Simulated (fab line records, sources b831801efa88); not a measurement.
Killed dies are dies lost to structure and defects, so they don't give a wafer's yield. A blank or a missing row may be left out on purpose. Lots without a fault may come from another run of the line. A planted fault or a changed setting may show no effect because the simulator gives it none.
fab line records | flow gf180mcu
record lots=5 wafers=15 last_day=32
route steps=602 shown V5@543 TOP_METAL@567
lots that met no fault: from a run of the same line without faults
start_h: hours from the record's first day to the start of the lot's first wafer shown | wait_h: hours since the lot's step before | " the same as in the row above | L1.1+2: a row that stands for several wafers | - no value, or no start given | * or withheld: withheld | < > ~ a bound
route shown NAME@n: a module of which the file shows steps, and the number in the route of the first | usual: mean/standard deviation of fault-free wafers | same: alike in all rows | chamber/n: place in a boat | sites: the reading at each site | _std_site: their standard deviation | _edge_site: outer sites' mean less inner sites' | radius_mm: how far each site lies from the wafer's centre | mask NAME#n: copy n | behind: the tool/chamber that last shaped the wafer | hold: why the lot was held/for how many hours/how that ended | device: the transistor (n, p or np) that didn't switch | end of line: the same wafers' tests at the end of the route | a step without rows: its recipe alone | killed: dies lost to structure and defects at the first sort, not the wafer's yield | map: a wafer's dies, x killed, . not, _ none there
set.NAME: the setting as run; set.NAME@STEP: as run at that earlier step | model.NAME: the simulator's own value behind a step, which no gauge read
lots at some steps of the route; a table a step, a row a wafer
services: from which hour (start_h, from the record's first day; less than 0 if before it) a tool's chamber was out of use, for how many hours, and why
## steps
# step GF_V5_THK_MEAS_03
# recipe reads=SiO2_of_V5_CVD_02
# usual V5_CVD_02_THK=1453/17
# columns lot.wafer tool chamber start_h wait_h V5_CVD_02_THK[nm]
L075.1 film_metro-01 - 604.63 0.1 1421
L075.2 " - " " 1451
L075.3 " - " " 1435
L079.2 film_metro-01 - 642.65 0.1 1441
L079.4 " - " " 1472
L079.5 " - " " 1448
L082.1 film_metro-01 - 669.74 0.1 1439
L082.2 " - " " 1457
L082.4 " - " " 1473
L086.1 film_metro-02 - 703.12 0.1 1440
L086.2 " - " " 1447
L086.3 " - " " 1429
L089.2 film_metro-02 - 721.75 0.1 1440
L089.3 " - " " 1441
L089.6 " - " " 1468
# step GF_V5_CMP_04
# recipe material=SiO2 down_force_psi=4 platen_rpm=60 pad_velocity_m_s=0.94248
# usual motor_current_A=12.2/1.8 slurry_filter_dp_kPa=13.49/0.14
# columns lot.wafer tool chamber start_h wait_h motor_current_A slurry_filter_dp_kPa
L075.2 cmp-02 1 604.83 0.2 11.8 13.33
L075.1 " 2 " " 10.8 13.27
L075.3 " 3 " " 12.3 13.49
L079.2 cmp-02 2 642.75 0.1 11.2 13.53
L079.4 " 0 " " 10.9 13.31
L079.5 " 1 " " 11.5 13.60
L082.2 cmp-02 1 669.80 0.0 12.9 13.22
L082.4 " 2 " " 11.6 13.41
L082.1 " 0 " " 10.5 13.51
L086.2 cmp-02 0 703.18 0.0 10.4 13.50
L086.1 " 2 " " 10.9 13.30
L086.3 " 3 " " 11.4 13.42
L089.3 cmp-01 1 721.90 0.1 11.8 13.20
L089.2 " 2 " " 14.3 13.45
L089.6 " 3 " " 13.1 13.37
# step GF_V5_BOW_MEAS_05
# recipe mode=bow
# usual V5_BOW=136/8.2
# columns lot.wafer tool chamber start_h wait_h V5_BOW[um]
L075.1 film_metro-03 - 605.08 0.1 157
L075.2 " - " " 159
L075.3 " - " " 158
L079.2 film_metro-02 - 643.02 0.2 141
L079.4 " - " " 137
L079.5 " - " " 141
L082.1 film_metro-03 - 670.10 0.1 127
L082.2 " - " " 129
L082.4 " - " " 124
L086.1 film_metro-01 - 703.48 0.1 133
L086.2 " - " " 145
L086.3 " - " " 139
L089.2 film_metro-01 - 722.12 0.1 133
L089.3 " - " " 122
L089.6 " - " " 123
# step GF_V5_DEHYDRATE_06
# recipe temp_c=200 time_s=60
# columns lot.wafer tool chamber start_h wait_h
L075.1+2+3 litho_track-04 0 615.17 10.1
L079.2+4+5 litho_track-03 0 652.42 9.4
L082.1+2+4 litho_track-03 0 678.55 8.4
L086.1+2+3 litho_track-04 0 712.12 8.6
L089.2+3+6 litho_track-02 0 730.77 8.6
# step GF_V5_HMDS_07
# recipe prime_time_s=60 prime_temp_c=120
# columns lot.wafer tool chamber start_h wait_h
L075.1+2+3 litho_track-04 0 615.32 0.1
L079.2+4+5 litho_track-03 0 652.57 0.1
L082.1+2+4 litho_track-03 0 678.70 0.1
L086.1+2+3 litho_track-04 0 712.27 0.1
L089.2+3+6 litho_track-02 0 730.92 0.1
# step GF_V5_COAT_08
# recipe resist=BARC temp_c=withheld time_s=withheld spin_rpm=withheld resist_thk_nm=withheld
# columns lot.wafer tool chamber start_h wait_h
L075.1+2+3 litho_track-04 0 615.47 0.1
L079.2+4+5 litho_track-03 0 652.72 0.1
L082.1+2+4 litho_track-03 0 678.85 0.1
L086.1+2+3 litho_track-04 0 712.42 0.1
L089.2+3+6 litho_track-02 0 731.07 0.1
# step GF_V5_COAT_09
# recipe resist=KrF spin_rpm=withheld resist_thk_nm=1000
# columns lot.wafer tool chamber start_h wait_h
L075.1+2+3 litho_track-04 0 - -
L079.2+4+5 litho_track-03 0 - -
L082.1+2+4 litho_track-03 0 - -
L086.1+2+3 litho_track-04 0 - -
L089.2+3+6 litho_track-02 0 - -
# step GF_V5_SOFTBAKE_10
# recipe temp_c=130 time_s=60 resist=KrF
# columns lot.wafer tool chamber start_h wait_h
L075.1+2+3 litho_track-04 0 - -
L079.2+4+5 litho_track-03 0 - -
L082.1+2+4 litho_track-03 0 - -
L086.1+2+3 litho_track-04 0 - -
L089.2+3+6 litho_track-02 0 - -
# step GF_V5_EXPOSE_11
# recipe mask_id=Via5 target_cd_nm=260 na=0.68 source_shape=conventional sigma_outer=0.6 dose_mj=38
# usual stage_vel_mm_s=500.04/0.23
# columns lot.wafer tool chamber start_h wait_h mask stage_vel_mm_s
L075.1 krf_scanner-01 0 - - Via5#0 499.91
L075.2 " 0 " " Via5#0 499.93
L075.3 " 0 " " Via5#0 500.24
L079.2 krf_scanner-01 0 - - Via5#0 499.67
L079.4 " 0 " " Via5#0 499.99
L079.5 " 0 " " Via5#0 499.76
L082.1 krf_scanner-02 0 - - Via5#0 500.16
L082.2 " 0 " " Via5#0 500.51
L082.4 " 0 " " Via5#0 500.25
L086.1 krf_scanner-01 0 - - Via5#0 500.07
L086.2 " 0 " " Via5#0 500.13
L086.3 " 0 " " Via5#0 499.75
L089.2 krf_scanner-01 0 - - Via5#0 500.00
L089.3 " 0 " " Via5#0 499.47
L089.6 " 0 " " Via5#0 500.03
# step GF_V5_PEB_12
# recipe peb_temp_c=135 peb_time_s=90 resist=KrF
# columns lot.wafer tool chamber start_h wait_h
L075.1+2+3 litho_track-03 0 - -
L079.2+4+5 litho_track-02 0 - -
L082.1+2+4 litho_track-02 0 - -
L086.1+2+3 litho_track-02 0 - -
L089.2+3+6 litho_track-02 0 - -
# step GF_V5_DEVELOP_13
# recipe develop_time_s=60 resist=KrF dev_temp_c=21
# same develop_time_s=60
# columns lot.wafer tool chamber start_h wait_h
L075.1+2+3 litho_track-03 0 625.95 0.2
L079.2+4+5 litho_track-02 0 662.42 0.2
L082.1+2+4 litho_track-02 0 688.35 0.2
L086.1+2+3 litho_track-02 0 721.00 0.2
L089.2+3+6 litho_track-02 0 739.72 0.2
# step GF_V5_CD_MEAS_14
# recipe target_cd_nm=260
# usual cd_nm=259.8/1.2
# columns lot.wafer tool chamber start_h wait_h cd_nm
L075.1 cd_sem-01 - 626.10 0.1 258.8
L075.2 " - " " 259.2
L075.3 " - " " 259.3
L079.2 cd_sem-01 - 662.68 0.2 260.1
L079.4 " - " " 259.8
L079.5 " - " " 259.5
L082.1 cd_sem-02 - 688.50 0.1 257.7
L082.2 " - " " 257.9
L082.4 " - " " 256.9
L086.1 cd_sem-01 - 721.15 0.1 258.9
L086.2 " - " " 258.5
L086.3 " - " " 259.1
L089.2 cd_sem-02 - 739.87 0.1 261.2
L089.3 " - " " 261.1
L089.6 " - " " 261.0
# step GF_V5_OVL_MEAS_15
# usual V5_OVL=-1/5
# columns lot.wafer tool chamber start_h wait_h V5_OVL[nm]
L075.1 overlay-01 - 626.22 0.1 2
L075.2 " - " " -3
L075.3 " - " " -1
L079.2 overlay-02 - 662.78 0.1 -8
L079.4 " - " " -7
L079.5 " - " " -1
L082.1 overlay-02 - 688.62 0.1 2
L082.2 " - " " -5
L082.4 " - " " 3
L086.1 overlay-02 - 721.27 0.1 0
L086.2 " - " " -3
L086.3 " - " " -6
L089.2 overlay-01 - 739.97 0.1 5
L089.3 " - " " 4
L089.6 " - " " 6
# step GF_V5_ETCH_16
# recipe chemistry=N2/H2 target_depth_a=withheld overetch_a=withheld time_s=withheld target=BARC ion_energy_ev=200 source_w=500 bias_w=100 pressure_mtorr=30 n2_flow_sccm=100 h2_flow_sccm=200
# usual drypump_motor_current_A=5.7/0.48 oes_product_au=0.854/0.0049 rf_fwd_power_W=494.6/1.8 throttle_valve_pct=13.224/0.0089
# columns lot.wafer tool chamber start_h wait_h drypump_motor_current_A oes_product_au rf_fwd_power_W throttle_valve_pct
L075.1 rie_diel-04 2 626.26 0.0 5.8 0.848 491.8 13.219
L075.2 " 1 " " 5.8 0.845 492.9 13.231
L075.3 " 3 " " 5.1 0.857 494.6 13.212
L079.2 rie_diel-03 2 662.81 0.0 4.8 0.852 493.2 13.239
L079.4 " 0 " " 5.9 0.860 495.6 13.213
L079.5 " 3 " " 5.9 0.854 493.9 13.207
L082.1 rie_diel-04 3 688.65 0.0 5.1 0.856 491.9 13.218
L082.2 " 2 " " 5.8 0.851 493.6 13.234
L082.4 " 0 " " 6.0 0.859 495.2 13.222
L086.1 rie_diel-04 3 721.30 0.0 5.1 0.864 496.8 13.240
L086.2 " 2 " " 5.8 0.860 491.3 13.241
L086.3 " 1 " " 5.8 0.862 494.1 13.225
L089.2 rie_diel-04 0 740.00 0.0 6.0 0.851 496.9 13.221
L089.3 " 3 " " 5.1 0.856 492.9 13.222
L089.6 " 3 " " 5.1 0.859 492.5 13.229
# step GF_V5_ETCH_17
# recipe chemistry=C4F8/O2/Ar mask_material=KrF target=SiO2 stop_on=TiN source_w=1500 bias_w=1200 pressure_mtorr=40 c4f8_flow_sccm=withheld O2_flow_sccm=6 Ar_flow_sccm=300 time_s=withheld target_depth_a=8550
# usual oes_product_au=0.860/0.0049 rf_fwd_power_W=1494/5
# columns lot.wafer tool chamber start_h wait_h oes_product_au rf_fwd_power_W
L075.1 rie_diel-04 2 - - 0.859 1483
L075.2 " 1 " " 0.863 1500
L075.3 " 3 " " 0.863 1498
L079.2 rie_diel-03 2 - - 0.858 1491
L079.4 " 0 " " 0.861 1494
L079.5 " 3 " " 0.856 1488
L082.1 rie_diel-04 3 - - 0.859 1494
L082.2 " 2 " " 0.849 1486
L082.4 " 0 " " 0.872 1498
L086.1 rie_diel-04 3 - - 0.860 1491
L086.2 " 2 " " 0.856 1497
L086.3 " 1 " " 0.864 1496
L089.2 rie_diel-04 0 - - 0.866 1490
L089.3 " 3 " " 0.860 1490
L089.6 " 3 " " 0.858 1489
# step GF_V5_STRIP_18
# recipe chemistry=O2/N2 power_w=1400 pressure_mtorr=1500 platen_temp_c=250 o2_flow_sccm=3000 n2_flow_sccm=300 overash_fraction=0.5
# usual drypump_motor_current_A=5.78/0.27 heater_power_w=345/35 oes_product_au=0.569/0.005
# columns lot.wafer tool chamber start_h wait_h drypump_motor_current_A heater_power_w oes_product_au rf_hours_counter_h
L075.1 plasma_asher-02 1 626.41 - 5.62 369 0.570 90
L075.2 " 0 " " 6.34 364 0.563 90
L075.3 " 0 " " 6.33 368 0.562 -
L079.2 plasma_asher-01 0 662.96 - 5.57 297 0.564 58
L079.4 " 1 " " 5.67 301 0.577 -
L079.5 " 0 " " 5.58 294 0.570 -
L082.1 plasma_asher-01 1 688.81 - 5.65 306 0.574 61
L082.2 " 0 " " 5.57 293 0.572 61
L082.4 " 0 " " 5.58 298 0.566 -
L086.1 plasma_asher-02 1 721.45 - 5.65 368 0.575 101
L086.2 " 0 " " 6.33 379 0.576 101
L086.3 " 0 " " 6.32 367 0.571 -
L089.2 plasma_asher-01 1 740.15 - 5.64 304 0.570 67
L089.3 " 0 " " 5.57 302 0.572 -
L089.6 " 1 " " 5.66 315 0.564 -
# step GF_V5_STRIP_19
# recipe chemistry=post_etch_residue_remover time_s=1200 temp_c=72.5
# columns lot.wafer tool chamber start_h wait_h
L075.1+2+3 wet_bench-02 1 626.51 0.1
L079.2+4+5 wet_bench-03 0 663.06 0.1
L082.1+2+4 wet_bench-01 1 688.91 0.1
L086.1+2+3 wet_bench-01 2 721.55 0.1
L089.2+3+6 wet_bench-02 2 740.25 0.1
# step GF_V5_CLEAN_20
# recipe chemistry=DIW dry=n2_spin
# columns lot.wafer tool chamber start_h wait_h
L075.1+2+3 wet_bench-01 0 626.85 0.0
L079.2+4+5 wet_bench-01 0 663.81 0.0
L082.1+2+4 wet_bench-02 0 689.25 0.0
L086.1+2+3 wet_bench-02 3 721.90 0.0
L089.2+3+6 wet_bench-03 2 740.63 0.0
# step GF_V5_SPUTTER_21
# recipe material=Ti target_thk_nm=15 chamber_pressure_pa=5 power_w=2500 substrate_temp_c=200 time_s=80.02
# usual chamber_pressure_pa=5.001/0.0099 throttle_valve_pct=30.6/1.1
# columns lot.wafer tool chamber start_h wait_h chamber_pressure_pa throttle_valve_pct
L075.1 pvd_sputter-02 - 626.94 0.0 5.005 32.9
L075.2 " - " " 4.997 30.5
L075.3 " - " " 4.995 30.8
L079.2 pvd_sputter-02 - 663.90 0.0 4.986 33.0
L079.4 " - " " 5.010 31.2
L079.5 " - " " 4.999 33.2
L082.1 pvd_sputter-02 - 689.34 0.0 5.000 32.8
L082.2 " - " " 4.990 30.3
L082.4 " - " " 5.016 29.0
L086.1 pvd_sputter-04 - 721.99 0.0 4.998 30.3
L086.2 " - " " 4.993 30.2
L086.3 " - " " 4.993 30.3
L089.2 pvd_sputter-02 - 740.73 0.0 5.005 28.9
L089.3 " - " " 4.993 31.3
L089.6 " - " " 5.019 29.1
# step GF_V5_SPUTTER_22
# recipe material=TiN target_thk_nm=10 chamber_pressure_pa=5 power_w=4000 time_s=40
# usual chamber_pressure_pa=5.001/0.0097 throttle_valve_pct=30.7/1.1
# columns lot.wafer tool chamber start_h wait_h chamber_pressure_pa throttle_valve_pct
L075.1 pvd_sputter-02 - 627.00 0.0 4.996 33.0
L075.2 " - " " 5.004 30.6
L075.3 " - " " 5.006 31.3
L079.2 pvd_sputter-02 - 663.96 0.0 4.988 33.1
L079.4 " - " " 5.020 31.3
L079.5 " - " " 5.003 32.9
L082.1 pvd_sputter-02 - 689.40 0.0 5.000 33.1
L082.2 " - " " 4.993 30.4
L082.4 " - " " 5.009 29.1
L086.1 pvd_sputter-04 - 722.05 0.0 4.992 30.4
L086.2 " - " " 5.010 30.3
L086.3 " - " " 4.992 30.6
L089.2 pvd_sputter-02 - 740.79 0.0 4.990 29.1
L089.3 " - " " 5.010 31.1
L089.6 " - " " 4.997 29.2
# step GF_V5_CVD_23
# recipe material=W target_thk_nm=350 time_s=104.9 temp_c=400 pressure_torr=40
# usual heater_power_w=918/65
# columns lot.wafer tool chamber start_h wait_h heater_power_w
L075.1 cvd_w-02 0 627.04 0.0 884
L075.2 " 1 " " 901
L075.3 " 0 " " 891
L079.2 cvd_w-02 1 664.00 0.0 868
L079.4 " 0 " " 875
L079.5 " 0 " " 886
L082.1 cvd_w-01 0 689.44 0.0 859
L082.2 " 1 " " 1024
L082.4 " 1 " " 1018
L086.1 cvd_w-02 1 722.09 0.0 893
L086.2 " 0 " " 887
L086.3 " 1 " " 893
L089.2 cvd_w-01 0 740.83 0.0 870
L089.3 " 1 " " 1040
L089.6 " 1 " " 1019
# step GF_V5_RS_MEAS_24
# recipe thk_meas_gauge=four-point-probe reads=W_of_V5_CVD_23+TiN_of_V5_SPUTTER_22+Ti_of_V5_SPUTTER_21
# usual V5_W_RS=0.328/0.0035
# columns lot.wafer tool chamber start_h wait_h V5_W_RS[ohm/sq]
L075.1 film_metro-03 - 627.15 0.1 0.328
L075.2 " - " " 0.328
L075.3 " - " " 0.323
L079.2 film_metro-01 - 664.13 0.1 0.329
L079.4 " - " " 0.327
L079.5 " - " " 0.326
L082.1 film_metro-01 - 689.55 0.1 0.331
L082.2 " - " " 0.329
L082.4 " - " " 0.326
L086.1 film_metro-02 - 722.20 0.1 0.321
L086.2 " - " " 0.326
L086.3 " - " " 0.319
L089.2 film_metro-01 - 740.96 0.1 0.328
L089.3 " - " " 0.326
L089.6 " - " " 0.327
# step GF_V5_THK_MEAS_25
# recipe thk_meas_gauge=xrf reads=W_of_V5_CVD_23
# usual V5_W_THK=353/6.7
# columns lot.wafer tool chamber start_h wait_h V5_W_THK[nm]
L075.1 film_metro-03 - 627.27 0.1 364
L075.2 " - " " 363
L075.3 " - " " 367
L079.2 film_metro-01 - 664.24 0.1 345
L079.4 " - " " 345
L079.5 " - " " 346
L082.1 film_metro-01 - 689.67 0.1 348
L082.2 " - " " 349
L082.4 " - " " 354
L086.1 film_metro-02 - 722.32 0.1 366
L086.2 " - " " 360
L086.3 " - " " 367
L089.2 film_metro-01 - 741.07 0.1 349
L089.3 " - " " 353
L089.6 " - " " 351
# step GF_V5_CMP_26
# recipe stop_on=SiO2 down_force_psi=3.5 platen_rpm=60 t_overpolish_s=15 target_thk_nm=0 pad_velocity_m_s=0.94248
# usual motor_current_A=11.2/1.6 overpolish_run_s=14.999/0.0098 slurry_filter_dp_kPa=13.49/0.14 time_to_endpoint_s=83/4.9
# same t_overpolish_s=15
# columns lot.wafer tool chamber start_h wait_h motor_current_A overpolish_run_s slurry_filter_dp_kPa time_to_endpoint_s
L075.3 cmp-02 1 627.33 0.0 11.2 14.996 13.35 88
L075.1 " 2 " " 10.0 14.993 13.24 90
L075.2 " 3 " " 10.5 15.002 13.60 86
L079.2 cmp-02 3 664.29 0.0 10.3 15.008 13.61 86
L079.4 " 2 " " 9.7 14.993 13.47 84
L079.5 " 3 " " 10.0 14.987 13.39 84
L082.2 cmp-02 3 689.73 0.0 10.6 14.999 13.55 82
L082.1 " 1 " " 10.7 15.010 13.59 82
L082.4 " 2 " " 9.8 15.017 13.61 84
L086.2 cmp-01 1 722.38 0.0 12.0 14.982 13.24 90
L086.1 " 3 " " 12.0 15.001 13.68 93
L086.3 " 0 " " 14.3 14.983 13.58 80
L089.2 cmp-02 2 741.17 0.1 11.1 15.005 13.35 84
L089.3 " 0 " " 9.7 15.000 13.34 82
L089.6 " 1 " " 11.0 15.004 13.51 82
# step GF_TOP_METAL_SPUTTER_00
# recipe material=Ti target_thk_nm=37.5 arriving_ion_energy_ev=80 substrate_temp_c=200 chamber_pressure_pa=2 power_w=4000 time_s=150
# usual chamber_pressure_pa=2.001/0.0042 throttle_valve_pct=30.2/0.81
# columns lot.wafer tool chamber start_h wait_h chamber_pressure_pa throttle_valve_pct
L075.1 pvd_sputter-04 - 627.63 0.2 2.005 30.4
L075.2 " - " " 2.004 30.8
L075.3 " - " " 2.002 30.7
L079.2 pvd_sputter-03 - 664.59 0.2 2.000 31.0
L079.4 " - " " 1.996 28.7
L079.5 " - " " 2.000 31.0
L082.1 pvd_sputter-01 - 690.03 0.1 2.000 30.3
L082.2 " - " " 2.013 29.4
L082.4 " - " " 2.000 30.6
L086.1 pvd_sputter-03 - 722.68 0.1 1.994 28.8
L086.2 " - " " 2.008 30.3
L086.3 " - " " 1.997 30.8
L089.2 pvd_sputter-01 - 741.42 0.2 2.003 30.4
L089.3 " - " " 2.001 30.4
L089.6 " - " " 2.001 30.1
# step GF_TOP_METAL_SPUTTER_01
# recipe material=TiN target_thk_nm=30 power_w=6500 time_s=25 chamber_pressure_pa=0.4
# usual chamber_pressure_pa=0.4001/0.00078 throttle_valve_pct=30.2/0.78
# columns lot.wafer tool chamber start_h wait_h chamber_pressure_pa throttle_valve_pct
L075.1 pvd_sputter-04 - 627.73 0.1 0.4003 30.2
L075.2 " - " " 0.4010 30.9
L075.3 " - " " 0.3997 30.6
L079.2 pvd_sputter-03 - 664.69 0.1 0.4001 30.8
L079.4 " - " " 0.3996 29.0
L079.5 " - " " 0.4001 30.8
L082.1 pvd_sputter-01 - 690.13 0.1 0.4014 30.1
L082.2 " - " " 0.4008 29.2
L082.4 " - " " 0.3999 30.7
L086.1 pvd_sputter-03 - 722.78 0.1 0.4011 28.8
L086.2 " - " " 0.4008 30.0
L086.3 " - " " 0.4001 31.2
L089.2 pvd_sputter-01 - 741.52 0.1 0.4001 30.3
L089.3 " - " " 0.3987 30.7
L089.6 " - " " 0.3999 30.2
# step GF_TOP_METAL_SPUTTER_02
# recipe material=AlCu target_thk_nm=900 power_w=10600 chamber_pressure_pa=0.3 substrate_temp_c=250 gas=Ar time_s=47.82
# usual chamber_pressure_pa=0.3000/0.00062 throttle_valve_pct=30.2/0.77
# columns lot.wafer tool chamber start_h wait_h chamber_pressure_pa throttle_valve_pct
L075.1 pvd_sputter-04 - 627.76 0.0 0.3011 30.3
L075.2 " - " " 0.2997 30.7
L075.3 " - " " 0.2996 30.7
L079.2 pvd_sputter-03 - 664.72 0.0 0.3003 30.8
L079.4 " - " " 0.2998 29.0
L079.5 " - " " 0.2991 30.8
L082.1 pvd_sputter-01 - 690.16 0.0 0.3008 30.4
L082.2 " - " " 0.2997 29.1
L082.4 " - " " 0.3001 30.6
L086.1 pvd_sputter-03 - 722.81 0.0 0.2992 28.7
L086.2 " - " " 0.3007 30.4
L086.3 " - " " 0.2996 31.0
L089.2 pvd_sputter-01 - 741.55 0.0 0.3000 30.0
L089.3 " - " " 0.3004 30.5
L089.6 " - " " 0.2998 30.2
# step GF_TOP_METAL_SPUTTER_03
# recipe material=Ti target_thk_nm=5 substrate_temp_c=300 chamber_pressure_pa=0.3 power_w=3000 time_s=3.3
# usual chamber_pressure_pa=0.3001/0.0006 throttle_valve_pct=30.2/0.77
# columns lot.wafer tool chamber start_h wait_h chamber_pressure_pa throttle_valve_pct
L075.1 pvd_sputter-04 - 627.81 0.0 0.3004 30.3
L075.2 " - " " 0.3005 30.9
L075.3 " - " " 0.3003 30.3
L079.2 pvd_sputter-03 - 664.77 0.0 0.3004 30.7
L079.4 " - " " 0.3005 29.1
L079.5 " - " " 0.3002 31.0
L082.1 pvd_sputter-01 - 690.20 0.0 0.2995 30.4
L082.2 " - " " 0.3008 29.2
L082.4 " - " " 0.2996 30.5
L086.1 pvd_sputter-03 - 722.85 0.0 0.3004 28.9
L086.2 " - " " 0.2999 30.1
L086.3 " - " " 0.3018 30.8
L089.2 pvd_sputter-01 - 741.59 0.0 0.3003 29.9
L089.3 " - " " 0.3005 30.7
L089.6 " - " " 0.3002 30.2
# step GF_TOP_METAL_SPUTTER_04
# recipe material=TiN target_thk_nm=25 power_w=6500 time_s=20.8 chamber_pressure_pa=0.4
# usual chamber_pressure_pa=0.4001/0.00077 throttle_valve_pct=30.2/0.78
# columns lot.wafer tool chamber start_h wait_h chamber_pressure_pa throttle_valve_pct
L075.1 pvd_sputter-04 - 627.83 0.0 0.4002 30.1
L075.2 " - " " 0.3996 30.8
L075.3 " - " " 0.4003 30.2
L079.2 pvd_sputter-03 - 664.79 0.0 0.3994 30.9
L079.4 " - " " 0.3998 29.1
L079.5 " - " " 0.4002 31.0
L082.1 pvd_sputter-01 - 690.22 0.0 0.4009 30.1
L082.2 " - " " 0.4005 29.1
L082.4 " - " " 0.3998 30.5
L086.1 pvd_sputter-03 - 722.87 0.0 0.4007 29.2
L086.2 " - " " 0.3998 30.3
L086.3 " - " " 0.3990 31.0
L089.2 pvd_sputter-01 - 741.61 0.0 0.3994 30.0
L089.3 " - " " 0.3996 30.7
L089.6 " - " " 0.4007 30.3
# step GF_TOP_METAL_RS_MEAS_05
# recipe thk_meas_gauge=four-point-probe reads=TiN_of_TOP_METAL_SPUTTER_04+Ti_of_TOP_METAL_SPUTTER_03+AlCu_of_TOP_METAL_SPUTTER_02+TiN_of_TOP_METAL_SPUTTER_01+Ti_of_TOP_METAL_SPUTTER_00
# usual TOP_METAL_ALCU_RS=0.0328/0.00039
# columns lot.wafer tool chamber start_h wait_h TOP_METAL_ALCU_RS[ohm/sq]
L075.1 film_metro-01 - 627.85 0.0 0.0327
L075.2 " - " " 0.0326
L075.3 " - " " 0.0328
L079.2 film_metro-02 - 664.83 0.0 0.0324
L079.4 " - " " 0.0328
L079.5 " - " " 0.0326
L082.1 film_metro-01 - 690.25 0.0 0.0330
L082.2 " - " " 0.0333
L082.4 " - " " 0.0329
L086.1 film_metro-01 - 722.90 0.0 0.0332
L086.2 " - " " 0.0335
L086.3 " - " " 0.0327
L089.2 film_metro-01 - 741.66 0.0 0.0324
L089.3 " - " " 0.0322
L089.6 " - " " 0.0326
# step GF_TOP_METAL_THK_MEAS_06
# recipe thk_meas_gauge=xrf reads=AlCu_of_TOP_METAL_SPUTTER_02
# usual TOP_METAL_ALCU_THK=925/11
# columns lot.wafer tool chamber start_h wait_h TOP_METAL_ALCU_THK[nm]
L075.1 film_metro-01 - 627.97 0.1 929
L075.2 " - " " 927
L075.3 " - " " 922
L079.2 film_metro-02 - 664.94 0.1 937
L079.4 " - " " 926
L079.5 " - " " 941
L082.1 film_metro-01 - 690.37 0.1 917
L082.2 " - " " 902
L082.4 " - " " 920
L086.1 film_metro-01 - 723.02 0.1 914
L086.2 " - " " 903
L086.3 " - " " 926
L089.2 film_metro-01 - 741.77 0.1 929
L089.3 " - " " 939
L089.6 " - " " 927
# step GF_TOP_METAL_DEHYDRATE_07
# recipe temp_c=200 time_s=60
# columns lot.wafer tool chamber start_h wait_h
L075.1+2+3 litho_track-01 0 636.94 9.0
L079.2+4+5 litho_track-04 0 673.99 9.0
L082.1+2+4 litho_track-04 0 698.82 8.4
L086.1+2+3 litho_track-04 0 731.37 8.3
L089.2+3+6 litho_track-04 0 749.39 7.6
# step GF_TOP_METAL_HMDS_08
# recipe prime_time_s=60 prime_temp_c=120
# columns lot.wafer tool chamber start_h wait_h
L075.1+2+3 litho_track-01 0 637.09 0.1
L079.2+4+5 litho_track-04 0 674.14 0.1
L082.1+2+4 litho_track-04 0 698.97 0.1
L086.1+2+3 litho_track-04 0 731.52 0.1
L089.2+3+6 litho_track-04 0 749.54 0.1
# step GF_TOP_METAL_COAT_09
# recipe resist=NOVOLAK spin_rpm=3000 resist_thk_nm=1500
# columns lot.wafer tool chamber start_h wait_h
L075.1+2+3 litho_track-01 0 637.24 0.1
L079.2+4+5 litho_track-04 0 674.29 0.1
L082.1+2+4 litho_track-04 0 699.12 0.1
L086.1+2+3 litho_track-04 0 731.67 0.1
L089.2+3+6 litho_track-04 0 749.69 0.1
# step GF_TOP_METAL_SOFTBAKE_10
# recipe temp_c=90 time_s=60 resist=NOVOLAK
# columns lot.wafer tool chamber start_h wait_h
L075.1+2+3 litho_track-01 0 637.39 0.1
L079.2+4+5 litho_track-04 0 674.44 0.1
L082.1+2+4 litho_track-04 0 699.27 0.1
L086.1+2+3 litho_track-04 0 731.82 0.1
L089.2+3+6 litho_track-04 0 749.84 0.1
# step GF_TOP_METAL_EXPOSE_11
# recipe mask_id=MetalTop target_cd_nm=440 na=0.6 source_shape=conventional sigma_outer=0.6 dose_mj=170
# usual stage_vel_mm_s=500.02/0.25
# columns lot.wafer tool chamber start_h wait_h mask stage_vel_mm_s
L075.1 iline_stepper-02 0 - - MetalTop#0 499.94
L075.2 " 0 " " MetalTop#0 499.70
L075.3 " 0 " " MetalTop#0 500.31
L079.2 iline_stepper-01 0 - - MetalTop#0 500.09
L079.4 " 0 " " MetalTop#0 500.26
L079.5 " 0 " " MetalTop#0 499.92
L082.1 iline_stepper-01 0 - - MetalTop#0 499.76
L082.2 " 0 " " MetalTop#0 499.69
L082.4 " 0 " " MetalTop#0 500.10
L086.1 iline_stepper-02 0 - - MetalTop#0 500.60
L086.2 " 0 " " MetalTop#0 500.25
L086.3 " 0 " " MetalTop#0 500.15
L089.2 iline_stepper-01 0 - - MetalTop#0 499.77
L089.3 " 0 " " MetalTop#0 500.33
L089.6 " 0 " " MetalTop#0 500.21
# step GF_TOP_METAL_PEB_12
# recipe temp_c=withheld time_s=* resist=NOVOLAK
# columns lot.wafer tool chamber start_h wait_h
L075.1+2+3 litho_track-03 0 - -
L079.2+4+5 litho_track-01 0 - -
L082.1+2+4 litho_track-03 0 - -
L086.1+2+3 litho_track-01 0 - -
L089.2+3+6 litho_track-01 0 - -
# step GF_TOP_METAL_DEVELOP_13
# recipe develop_time_s=60 dev_temp_c=23
# same develop_time_s=60
# columns lot.wafer tool chamber start_h wait_h
L075.1+2+3 litho_track-03 0 647.15 0.1
L079.2+4+5 litho_track-01 0 683.81 0.1
L082.1+2+4 litho_track-03 0 708.25 0.1
L086.1+2+3 litho_track-01 0 739.98 0.1
L089.2+3+6 litho_track-01 0 758.01 0.1
## services
# columns tool chamber start_h hours kind
cmp-02 - 584.55 3.9 repair
krf_scanner-01 - 591.03 2.2 repair
cmp-02 - 600.98 2.5 repair
krf_scanner-01 - 601.76 3.6 pm
rie_diel-04 0 605.42 8.9 repair
krf_scanner-01 - 613.76 1.3 pm
cmp-02 - 615.91 1.9 repair
rie_diel-04 0 623.94 10.4 repair
krf_scanner-01 - 633.00 0.7 repair
krf_scanner-01 - 635.46 5.9 repair
pvd_sputter-03 - 642.58 1.7 repair
rie_diel-04 3 654.59 24.2 repair
pvd_sputter-02 - 655.00 4.1 repair
cvd_w-02 - 661.43 1.2 repair
iline_stepper-01 - 693.16 1.7 pm
krf_scanner-01 - 699.68 1.3 repair
plasma_asher-01 - 703.36 1.7 repair
krf_scanner-01 - 722.60 1.0 pm
iline_stepper-01 - 722.98 2.1 pm
iline_stepper-01 - 725.92 4.4 pm
cmp-02 - 726.37 0.7 repair
pvd_sputter-04 - 728.15 2.5 repair
rie_diel-04 1 734.99 6.1 repair
krf_scanner-01 - 743.39 0.8 pm
## key
fault none
